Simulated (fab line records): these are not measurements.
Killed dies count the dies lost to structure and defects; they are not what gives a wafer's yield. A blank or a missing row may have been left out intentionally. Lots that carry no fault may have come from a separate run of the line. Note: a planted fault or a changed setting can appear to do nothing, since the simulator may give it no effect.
What tool caused it?	flow gf180mcu	13 lots, 39 wafers sampled, at 3 steps of a route of 602

## WHAT THE GAUGES READ, wafer by wafer
GF_VT_IMPLANT_TW_MEAS_43.
lot	measured	on	VT_IMPLANT_4_TW
L240	day 7 18:49	film metro-02	700 698 702
L241	day 8 01:44	film metro-02	711 704 705
L242	day 8 14:38	film metro-04	698 698 700
L244	day 9 01:14	film metro-02	704 704 706
L250	day 10 16:43	film metro-01	700 695 702
L251	day 11 02:19	film metro-02	704 703 703
L252	day 11 07:38	film metro-02	702 702 701
L253	day 11 11:54	film metro-02	705 698 703
L254	day 11 20:22	film metro-04	697 698 696
L257	day 12 18:50	film metro-01	696 698 701
L258	day 12 22:27	film metro-01	695 697 694
L261	day 13 22:18	film metro-04	692 697 698
L262	day 14 05:09	film metro-02	701 700 706

GF_DUAL_GATE_OVL_MEAS_11.
lot	measured	on	DUAL_GATE_OVL (nm)
L240	day 8 13:25	overlay-02	-0.7 -0.6 -0.6
L241	day 8 21:43	overlay-02	1.3 1.4 0.0
L242	day 9 10:04	overlay-02	1.1 0.5 -0.1
L244	day 9 20:36	overlay-01	0.0 2.9 -0.2
L250	day 11 13:27	overlay-02	0.9 2.3 0.8
L251	day 11 23:40	overlay-01	0.7 0.2 1.8
L252	day 12 04:55	overlay-01	-0.2 0.1 -1.7
L253	day 12 08:58	overlay-02	0.7 0.9 -0.4
L254	day 12 18:45	overlay-02	1.3 1.7 2.3
L257	day 13 17:37	overlay-02	1.0 -1.2 0.5
L258	day 13 22:19	overlay-01	-0.6 -1.1 -1.3
L261	day 14 21:37	overlay-01	2.2 2.9 2.3
L262	day 15 05:13	overlay-01	-0.8 -1.0 -2.0

## WHICH TOOL RAN EACH LOT (tool, then ch and the chambers of the sampled wafers, then the start)
lot	GF_VT_IMPLANT_STRIP_09
L240	plasma asher-04 ch 0,1, day 5 20:58
L241	plasma asher-01 ch 0,1, day 6 03:19
L242	plasma asher-01 ch 0,1, day 6 14:07
L244	plasma asher-01 ch 0,1, day 6 23:43
L250	plasma asher-04 ch 0,1, day 8 11:07
L251	plasma asher-04 ch 1, day 8 20:01
L252	plasma asher-02 ch 0, day 9 01:28
L253	plasma asher-04 ch 0,1, day 9 05:46
L254	plasma asher-02 ch 1, day 9 11:52
L257	plasma asher-02 ch 0,1, day 10 09:16
L258	plasma asher-04 ch 0,1, day 10 12:29
L261	plasma asher-02 ch 1, day 11 09:33
L262	plasma asher-02 ch 0,1, day 11 16:27
- GF_VT_IMPLANT_STRIP_09: strips in O2/N2.

## AS READ BY THE TOOLS THEMSELVES (means over the sampled wafers that have a number; for cases with no such wafer, the mark the record gives instead)
GF_VT_IMPLANT_STRIP_09.
lot	tool	drypump motor current A (A)	heater power w (W)	o2 flow sccm (sccm)	oes product au (a.u.)	strip time to endpoint s (s)
L240	plasma asher-04	5.6	324	3005	0.717	12.63
L241	plasma asher-01	5.2	320	3008	0.714	12.64
L242	plasma asher-01	5.3	320	3000	0.717	12.67
L244	plasma asher-01	5.2	319	2997	0.717	12.62
L250	plasma asher-04	6.1	345	3006	0.712	12.62
L251	plasma asher-04	6.6	351	3008	0.719	12.64
L252	plasma asher-02	6.2	377	3006	0.717	12.70
L253	plasma asher-04	5.6	321	2992	0.715	12.59
L254	plasma asher-02	6.0	333	3011	0.718	12.62
L257	plasma asher-02	6.1	359	2991	0.715	12.65
L258	plasma asher-04	5.6	323	3006	0.717	12.65
L261	plasma asher-02	5.9	335	3000	0.711	12.67
L262	plasma asher-02	6.1	366	3015	0.721	12.58

## THE ANSWER, worked out from the rows above alone
Rule: what is usual is taken from the lots themselves. Put in order of their means at a reading, lots are off if they are a third of the lots or fewer, leave a main group of 4 or more, and stand apart from it by a gap of 3 or more times the standard deviation of the main group's means; of several such gaps the widest counts. A main group is skipped when, at the precision printed for the reading in the tables above, its means are all equal. A lot without any number at a reading at which 4 lots or more have one is off too. The other lots that the step has rows for count as sound. Order of review: gauges by route order, followed by the tools' own readings, for which a lot's mean as printed above is used. The first step at which some lot is off is used, and at that step the reading that is off furthest; a lot without a number counts as furthest.
Nothing can be told from this: no lot is off at any reading shown.

## WHAT THE SIMULATOR PUT IN
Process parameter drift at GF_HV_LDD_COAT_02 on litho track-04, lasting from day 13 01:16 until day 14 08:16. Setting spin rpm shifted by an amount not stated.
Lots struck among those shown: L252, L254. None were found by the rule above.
